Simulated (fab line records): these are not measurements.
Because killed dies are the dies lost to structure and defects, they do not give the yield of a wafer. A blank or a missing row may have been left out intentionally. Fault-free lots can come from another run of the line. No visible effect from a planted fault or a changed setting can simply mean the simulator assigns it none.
Which tool is to blame? ; flow sfq-line ; 14 lots, 42 wafers sampled, at 2 steps of a route of 325

## WHAT THE GAUGES READ, wafer by wafer
SFQ_L0V_OVL_MEAS_903. Usual: for L0V_OVL the level is -1 nm and the standard deviation is 5.8.
lot;measured;on;L0V_OVL (nm);flag
L209;day 9 07:02;overlay-02;-1 2 3;
L211;day 9 21:27;overlay-02;-2 -9 -6;
L212;day 10 02:23;overlay-01;-7 -5 -3;
L213;day 10 14:22;overlay-01;-7 0 -9;
L214;day 10 19:10;overlay-02;-2 -3 0;
L215;day 11 13:11;overlay-01;6 8 6;
L217;day 12 03:44;overlay-01;10 -6 1;
L218;day 12 08:33;overlay-01;-3 -5 -8;
L219;day 12 13:21;overlay-02;1 4 -1;
L220;day 12 20:32;overlay-01;-15 -4 -11;
L222;day 13 10:11;overlay-01;-5 -2 -3;
L224;day 14 06:35;overlay-02;1 1 -4;
L230;day 15 17:50;overlay-01;5 1 -1;
L231;day 15 23:58;overlay-01;-3 -1 -4;

## WHICH TOOL RAN EACH LOT (tool, then ch and the chambers of the sampled wafers, then the start)
lot;SFQ_TRILAYER_L0_BARC_OPEN_METAL_ETCH_010
L209;rie-metal-01 ch 1, day 4 17:19
L211;rie-metal-04 ch 0,1, day 5 06:31
L212;rie-metal-03 ch 0,1, day 5 10:08
L213;rie-metal-01 ch 0,1, day 5 20:55
L214;rie-metal-04 ch 0,1, day 6 02:43
L215;rie-metal-04 ch 0,1, day 7 05:44
L217;rie-metal-01 ch 0,1, day 7 17:50
L218;rie-metal-01 ch 0,1, day 7 20:16
L219;rie-metal-04 ch 0,1, day 8 01:04
L220;rie-metal-03 ch 0, day 8 07:02
L222;rie-metal-03 ch 0, day 8 19:02
L224;rie-metal-04 ch 0,1, day 9 09:28
L230;rie-metal-04 ch 0,1, day 10 17:58
L231;rie-metal-03 ch 1, day 10 21:34
- SFQ_TRILAYER_L0_BARC_OPEN_METAL_ETCH_010: etches BARC in O2, target depth 125 nm, time 41.7 s.

## WHAT THE TOOLS THEMSELVES READ (means of the sampled wafers that have a number; where no wafer has one, the mark that the record gives instead)
SFQ_TRILAYER_L0_BARC_OPEN_METAL_ETCH_010. Usual: bias-w 79.97 W, standard deviation 0.22; drypump-motor-current-A 5.6 A, standard deviation 0.42; oes-product-au 0.685 a.u., standard deviation 0.0049; rf-fwd-power-W 593 W, standard deviation 3.9.
lot;tool;bias-w (W);drypump-motor-current-A (A);oes-product-au (a.u.);rf-fwd-power-W (W);flag
L209;rie-metal-01;80.06;5.4;0.680;596;
L211;rie-metal-04;79.84;5.8;0.683;594;
L212;rie-metal-03;79.86;5.1;0.685;591;
L213;rie-metal-01;79.87;5.5;0.688;591;
L214;rie-metal-04;79.91;6.0;0.685;592;
L215;rie-metal-04;79.99;6.0;0.680;593;
L217;rie-metal-01;79.62;5.6;0.691;592;
L218;rie-metal-01;79.92;5.6;0.686;595;
L219;rie-metal-04;79.94;5.8;0.687;595;
L220;rie-metal-03;79.94;5.5;0.687;587;
L222;rie-metal-03;80.12;5.5;0.681;588;
L224;rie-metal-04;79.89;6.0;0.681;592;
L230;rie-metal-04;79.91;5.8;0.684;594;
L231;rie-metal-03;79.92;4.8;0.686;591;

## THE ANSWER, worked out from the rows above alone
Rule: a lot is off if the mean of its wafers that have a number lies more than 3 standard deviations from the usual mean. Also off: a lot with no number at a reading for which 4 or more lots have one. Any other lot the step has rows for is counted as sound. Order of review: gauges by route order, followed by the tools' own readings, for which a lot's mean as printed above is used. The first step at which some lot is off is used, and at that step the reading that is off furthest; a lot without a number counts as furthest.
Nothing can be told from this: no lot is off at any reading shown.

## WHAT THE SIMULATOR HAD INSERTED
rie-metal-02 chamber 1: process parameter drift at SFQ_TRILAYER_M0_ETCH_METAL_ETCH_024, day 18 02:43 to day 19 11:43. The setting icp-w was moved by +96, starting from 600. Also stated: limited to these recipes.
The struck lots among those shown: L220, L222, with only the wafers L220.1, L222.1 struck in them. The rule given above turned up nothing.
